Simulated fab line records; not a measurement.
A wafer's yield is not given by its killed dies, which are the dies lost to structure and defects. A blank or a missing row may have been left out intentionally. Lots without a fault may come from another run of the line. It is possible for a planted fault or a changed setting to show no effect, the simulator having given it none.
A struck lot beside a sound one / flow sky130 / 19 out of 708 route steps
Sound: these wafers, L573.2, L573.3, L573.5. Wafers L582.1, L582.4, L582.5 were the ones struck. The cause is named last.
At each step with rows: each side's tool, then ch and its chambers, then its first start. Under that, the readings that differ: sound wafers / struck wafers / difference of the means / sigmas: that difference in standard deviations of wafers without a fault.
alike: words and numbers the same on both sides, and readings whose means are apart by under 2 such deviations; not compared: readings that were withheld, readings missing a value for some wafer, numbers with overlapping values and no deviation given by the record, and bounds like >300 which may hide the same value.
The two part at a step that has a row with sigmas, a row that says differs or no value, or rows on one side only. Non-overlapping numbers with no deviation appear without sigmas and do not part them. Lack of a reading on every wafer of one side parts them only where that side has two or more wafers.

first, 10 steps without rows for these wafers: SKY_METAL2_SPUTTER_00 (material Ti, target thk 15 nm, time 10 s); SKY_METAL2_SPUTTER_01 (material TiN, target thk 20 nm, time 16.7 s); SKY_METAL2_SPUTTER_02 (material AlCu, target thk 250 nm, time 13.3 s); SKY_METAL2_SPUTTER_03 (material Ti, target thk 5 nm, time 3.3 s); SKY_METAL2_SPUTTER_04 (material TiN, target thk 70 nm, time 55.52 s); SKY_METAL2_DEHYDRATE_07 (time 60 s); SKY_METAL2_HMDS_08 (prime time 60 s); SKY_METAL2_COAT_09 (resist thk 60 nm); SKY_METAL2_COAT_10 (resist thk 450 nm); SKY_METAL2_SOFTBAKE_11 (time 90 s).
SKY_METAL2_EXPOSE_12: exposes mask MM2, target cd 140 nm.
  sound on krf-scanner-02 ch 0, day 38 00:28; struck on krf-scanner-02 ch 0, day 39 22:17
reading=exposure-dose-mJ-cm2; sound=28.09 28.11 28.09; struck=23.80 23.82 23.83; difference=-4.28; sigmas=-63
  alike: mask, focus-offset-nm
then, 2 steps without rows for these wafers: SKY_METAL2_PEB_13; SKY_METAL2_DEVELOP_14 (develop time 60 s).
SKY_METAL2_CD_MEAS_15: target cd 140 nm.
  sound on cd-sem-02 at day 38 13:12; struck on cd-sem-01 at day 40 09:56
reading=cd-nm (nm); sound=141.3 141.8 142.1; struck=173.2 172.3 173.6; difference=+31.3; sigmas=+22
SKY_METAL2_DESCUM_17: chemistry O2, time 8 s.
  sound on rie-metal-03 ch 0, day 38 13:20; struck on rie-metal-04 ch 0, day 40 10:05
reading=model.METAL2.cd-nm (nm); sound=141.4 142 142.2; struck=173.3 172.5 173.7; difference=+31.3; sigmas=
  alike: drypump-motor-current-A, oes-product-au, temp-c
  not compared: rf-hours-counter-h
then, 1 step without rows for these wafers: SKY_METAL2_ETCH_18 (etches BARC in N2/H2, stops on SiO2, time 45.9 s, target depth 60 nm).
SKY_METAL2_METAL_ETCH_19: etches the open film in Cl2/BCl3, stops on SiO2, target depth 360 nm, time 78 s.
  sound on rie-metal-03 ch 0, day 38 13:26; struck on rie-metal-04 ch 0, day 40 10:11
reading=model.METAL2.cd-nm (nm); sound=138 139.2 138.6; struck=175.3 173.3 176.6; difference=+36.5; sigmas=
  alike: drypump-motor-current-A, oes-product-au, throttle-valve-pct
  not compared: rf-hours-counter-h
then, 1 step without rows for these wafers: SKY_METAL2_STRIP_20 (strips in O2/N2).
-- the record jumps here: 9 days lie between the struck wafers' starts before and after (it left off in module METAL2 and takes up again in module PAD_OPEN, whose first step shown is number 708 of the route) --
SKY_PAD_OPEN_PROBE_99:
  sound on prober-02 at day 48 11:20; struck on prober-01 at day 49 17:23
reading=defect-limited-yield (%); sound=83.3 78.9 84.6; struck=3.7 3.7 2.6; difference=-78.9; sigmas=-42
reading=killed_at_M0_to_M3; sound=52 51 42; struck=434 428 429; difference=+382; sigmas=+58
reading=killed-dies; sound=82 104 76; struck=474 474 479; difference=+388; sigmas=+42
reading=killed-on-rim; sound=14 28 19; struck=81 84 87; difference=+64; sigmas=+17
reading=sort_bin_3_pad_short (%); sound=0.6 1.0 0.8; struck=81.3 80.1 83.1; difference=+80.7; sigmas=+99 or more
reading=sort-n-pass; sound=410 388 416; struck=18 18 13; difference=-388; sigmas=-42
reading=sort-yield-pct (%); sound=83.3 78.9 84.6; struck=3.7 3.7 2.6; difference=-78.9; sigmas=-42
  alike: killed_at_M4_up, killed-at-contacts, killed-at-front-end, killed-at-other, killed-open, killed-short, sort_bin_5_function, sort_bin_6_memory

== WHERE THEY PART ==
First at SKY_METAL2_EXPOSE_12; last, within this record, at SKY_PAD_OPEN_PROBE_99.

WHY: the cause the simulator had injected
Drift in process parameters on krf-scanner-02 at SKY_METAL2_EXPOSE_12, starting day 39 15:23. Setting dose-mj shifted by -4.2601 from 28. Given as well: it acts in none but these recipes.
